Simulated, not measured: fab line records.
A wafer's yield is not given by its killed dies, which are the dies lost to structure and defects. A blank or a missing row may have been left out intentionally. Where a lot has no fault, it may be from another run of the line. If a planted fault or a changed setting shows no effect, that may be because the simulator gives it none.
Which of the tools did it?    flow sky130    11 lots, 33 wafers sampled, at 3 steps of a route of 708

## WHAT EACH GAUGE READ, for each wafer
SKY_CONTACT_RS_MEAS_25: uses a four-point probe to measure.
lot   measured      on            CONTACT_W_RS (ohm/sq)
L878  day 32 05:10  filmMetro-02  0.337 0.340 0.337
L880  day 32 21:50  filmMetro-04  0.339 0.338 0.342
L881  day 33 13:22  filmMetro-02  0.333 0.337 0.336
L884  day 34 06:43  filmMetro-04  0.336 0.335 0.340
L886  day 34 21:33  filmMetro-04  0.334 0.332 0.335
L889  day 35 22:05  filmMetro-02  0.340 0.344 0.347
L890  day 36 03:10  filmMetro-04  0.588 0.335 0.339
L892  day 36 16:02  filmMetro-02  0.343 0.337 0.340
L893  day 36 19:43  filmMetro-02  0.583 0.335 0.594
L897  day 38 02:43  filmMetro-04  0.341 0.339 0.343
L898  day 38 12:40  filmMetro-04  0.342 0.337 0.340

## TOOL THAT RAN EACH LOT (tool first, then ch and the chambers of the sampled wafers, then the start)
lot   SKY_CONTACT_CVD_00               SKY_CONTACT_CVD_24
L878  pecvd-04 ch 0,2, day 31 00:07    cvdW-02 ch 0,1, day 32 05:03
L880  pecvd-01 ch 0,1,2, day 31 16:58  cvdW-02 ch 0,1, day 32 21:44
L881  pecvd-02 ch 0,1,2, day 32 08:08  cvdW-02 ch 0,1, day 33 13:14
L884  pecvd-01 ch 0,1, day 33 01:48    cvdW-02 ch 0,1, day 34 06:36
L886  pecvd-02 ch 1,2, day 33 17:35    cvdW-02 ch 0,1, day 34 21:25
L889  pecvd-04 ch 0,1, day 34 17:46    cvdW-01 ch 0,1, day 35 21:58
L890  pecvd-02 ch 0,1,2, day 34 22:58  cvdW-02 ch 0,1, day 36 03:04
L892  pecvd-01 ch 0,2, day 35 11:35    cvdW-01 ch 0,1, day 36 15:56
L893  pecvd-01 ch 0, day 35 16:25      cvdW-02 ch 0,1, day 36 19:36
L897  pecvd-04 ch 0,1,2, day 36 23:50  cvdW-01 ch 0,1, day 38 02:36
L898  pecvd-01 ch 1,2, day 37 09:30    cvdW-01 ch 0,1, day 38 12:32
- SKY_CONTACT_CVD_00: deposits Si3N4, target thk 75 nm.
- SKY_CONTACT_CVD_24: deposits W, target thk 340 nm, time 102.12 s.

## THE ANSWER, worked out from the rows above alone
Rule: the lots themselves supply what counts as usual. The widest of any qualifying gaps counts: lots, ordered by their means at a reading, are off when they make up no more than a third of the lots, leave a main group of 4 or more, and stand apart from it by 3 or more times the standard deviation of that group's means. Not used: any main group whose means are identical at the precision the tables above print for the reading. Also off: a lot with no number at a reading for which 4 or more lots have one. All remaining lots with rows at the step are treated as sound.
Off: at SKY_CONTACT_RS_MEAS_25 (CONTACT_W_RS), L890, L893. Main group: mean 0.339 ohm/sq, sd 0.0029.
If a tool, at a process step before that reading, ran all the lots that are off and no sound lot after the first of them, it fits. The gauges at SKY_CONTACT_RS_MEAS_25 are tried like those tools. One fits: SKY_CONTACT_CVD_24 on cvdW-02. Its last sound lot is L886 (day 34 21:25), its first lot that is off L890 (day 36 03:04): a fault that began between those two fits.

## WHAT THE SIMULATOR PUT IN
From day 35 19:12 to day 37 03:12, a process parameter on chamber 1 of cvdW-02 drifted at SKY_CONTACT_CVD_24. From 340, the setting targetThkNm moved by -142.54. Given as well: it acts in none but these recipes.
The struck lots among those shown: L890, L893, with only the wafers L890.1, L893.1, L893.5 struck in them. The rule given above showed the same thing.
